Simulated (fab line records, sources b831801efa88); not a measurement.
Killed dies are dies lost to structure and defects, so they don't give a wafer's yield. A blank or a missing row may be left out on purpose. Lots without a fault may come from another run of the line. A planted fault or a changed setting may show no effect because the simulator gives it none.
A struck lot beside a sound one | flow sfq_line | 14 steps out of a route of 325
Sound: wafers L782.1, L782.2, L782.3. Struck: wafer L788.6. (L788.3, L788.4 of the same lot were not struck and are left out.) The cause comes at the end.
At each step with rows: each side's tool, then ch and its chambers, then its first start. Under that, the readings that differ: sound wafers | struck wafers | difference of the means | sigmas: that difference in standard deviations of wafers without a fault.
alike: readings whose means differ by less than 2 such deviations, and words and numbers that are the same on both sides. not compared: withheld readings, readings that some wafer has no value for, bounds like >300 that may hide the same value, and numbers for which the record gives no deviation and whose values overlap.
The two part at a step that has a row with sigmas, a row that says differs or no value, or rows on one side only. Numbers that don't overlap but have no deviation are shown without sigmas and don't part them. A reading that every wafer of one side lacks parts them only if that side has two wafers or more.

first, 6 steps without rows for these wafers: SFQ_TRILAYER_M0_LITHO_COAT_026 (resist thk 62 nm); SFQ_TRILAYER_M0_LITHO_COAT_021 (resist thk 600 nm); SFQ_TRILAYER_M0_LITHO_SOFTBAKE_025; SFQ_TRILAYER_M0_LITHO_EXPOSE_022 (exposes mask M0, target cd 500 nm); SFQ_TRILAYER_M0_LITHO_PEB_024 (peb time 60 s); SFQ_TRILAYER_M0_LITHO_DEVELOP_023 (time 60 s).
SFQ_M0_OVL_MEAS_906:
  sound on overlay-01, day 12 05:55; struck on overlay-02, day 14 10:33
  alike: M0_OVL
SFQ_TRILAYER_M0_BARC_OPEN_METAL_ETCH_031: etches BARC in O2, target depth 125 nm, time 41.7 s.
  sound on rie_metal-04 ch 0,1, day 12 05:58; struck on rie_metal-04 ch 0, day 14 10:35
  alike: drypump_motor_current_A, oes_product_au
  not compared: rf_hours_counter_h
SFQ_TRILAYER_M0_ETCH_METAL_ETCH_024: etches Nb in Cl2/Ar, stops on SiO2, target depth 240 nm, time 120 s.
  sound on rie_metal-04 ch 0,1, day 12 06:01; struck on rie_metal-04 ch 0, day 14 10:40
  alike: drypump_motor_current_A, oes_product_au
  not compared: rf_hours_counter_h
SFQ_TRILAYER_M0_STRIP_STRIP_025: strips in O2.
  sound on rie_metal-04 ch 0,1, day 12 06:08; struck on rie_metal-04 ch 0, day 14 10:57
  alike: drypump_motor_current_A, oes_product_au
  not compared: rf_hours_counter_h
then, 1 step without rows for these wafers: SFQ_TRILAYER_M0_STRIP_SOLV_CLEAN_026 (cleans in NMP, time 600 s).
SFQ_TRILAYER_I0_DEP_PECVD_027: deposits SiO2 from SiH4/N2O, time 111.11 s, target thk 500 nm.
  sound on pecvd-02 ch 0,1,2, day 12 06:55; struck on pecvd-04 ch 0, day 14 11:32
  alike: chamber_pressure_Torr, heater_power_w, throttle_valve_pct
  not compared: since_wet_clean_h
SFQ_TRILAYER_I0_CMP_CMP_028: polishes SiO2.
  sound on cmp-01 ch 0,1,2, day 12 11:17; struck on cmp-02 ch 1, day 14 15:35
  reading                | sound             | struck | difference | sigmas
  platen_rpm (rpm)       | 59.99 60.02 60.07 | 65.95  | +5.92      | +99 or more
  time_to_endpoint_s (s) | 226 216 230       | 196    | -28        | -4
  alike: motor_current_A
SFQ_I0_BOW_MEAS_907:
  sound on film_metro-02, day 12 13:47; struck on film_metro-02, day 14 16:37
  reading     | sound | struck | difference | sigmas
  I0_BOW (um) | 5 9 5 | -11    | -17        | -2

WHERE THEY PART
First at SFQ_TRILAYER_I0_CMP_CMP_028; last, within this record, at SFQ_I0_BOW_MEAS_907.

WHY: what the simulator had put in
Process parameter drift: cmp-02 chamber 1, from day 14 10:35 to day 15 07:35, at SFQ_TRILAYER_I0_CMP_CMP_028. Setting platen_rpm, moved by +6, from 60. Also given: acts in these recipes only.
